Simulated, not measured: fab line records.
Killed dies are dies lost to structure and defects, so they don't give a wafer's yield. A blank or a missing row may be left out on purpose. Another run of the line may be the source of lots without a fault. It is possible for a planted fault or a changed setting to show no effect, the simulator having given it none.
Which tool is to blame? -- flow gf180mcu -- 18 wafers from 6 lots sampled at 3 of the route's 602 steps

== WHAT THE GAUGES READ, wafer by wafer ==
GF_V5_RS_MEAS_24: measurement is done with a four-point probe.
lot,measured,on,V5_W_RS (ohm/sq)
L848,day 28 04:08,film metro-04,0.324 0.324 0.323
L850,day 28 18:41,film metro-04,0.325 0.324 0.322
L852,day 29 23:43,film metro-02,0.330 0.329 0.328
L855,day 30 14:56,film metro-04,0.321 0.320 0.321
L862,day 32 04:02,film metro-02,0.317 0.321 0.324
L864,day 32 19:11,film metro-01,0.326 0.325 0.326

== TOOL THAT RAN EACH LOT (tool first, then ch and the chambers of the sampled wafers, then the start) ==
lot,GF_POLY_GATE_ETCH_12,GF_V5_STRIP_18
L848,"rie diel-03 ch 1,2,3, day 10 01:34","plasma asher-03 ch 0,1, day 28 03:19"
L850,"rie diel-04 ch 1,2,3, day 10 14:28","plasma asher-01 ch 0,1, day 28 17:55"
L852,"rie diel-03 ch 0,2,3, day 11 11:34","plasma asher-01 ch 0,1, day 29 22:58"
L855,"rie diel-04 ch 1,3, day 12 09:10","plasma asher-01 ch 0,1, day 30 14:10"
L862,"rie diel-03 ch 2,3, day 14 05:34","plasma asher-01 ch 0,1, day 32 03:16"
L864,"rie diel-02 ch 0,1,2, day 14 19:55","plasma asher-03 ch 0,1, day 32 18:25"
- GF_POLY_GATE_ETCH_12: etches BARC in N2/H2.
- GF_V5_STRIP_18: strips in O2/N2.

== THE ANSWER, worked out from the rows above alone ==
Rule: the usual values come from the lots themselves. Put in order of their means at a reading, lots are off if they are a third of the lots or fewer, leave a main group of 4 or more, and stand apart from it by a gap of 3 or more times the standard deviation of the main group's means; of several such gaps the widest counts. A main group is skipped when, at the precision printed for the reading in the tables above, its means are all equal. A lot without any number at a reading at which 4 lots or more have one is off too. All remaining lots with rows at the step are treated as sound.
No lot is off at any reading shown: from this, nothing can be told.

== WHAT WAS PUT IN BY THE SIMULATOR ==
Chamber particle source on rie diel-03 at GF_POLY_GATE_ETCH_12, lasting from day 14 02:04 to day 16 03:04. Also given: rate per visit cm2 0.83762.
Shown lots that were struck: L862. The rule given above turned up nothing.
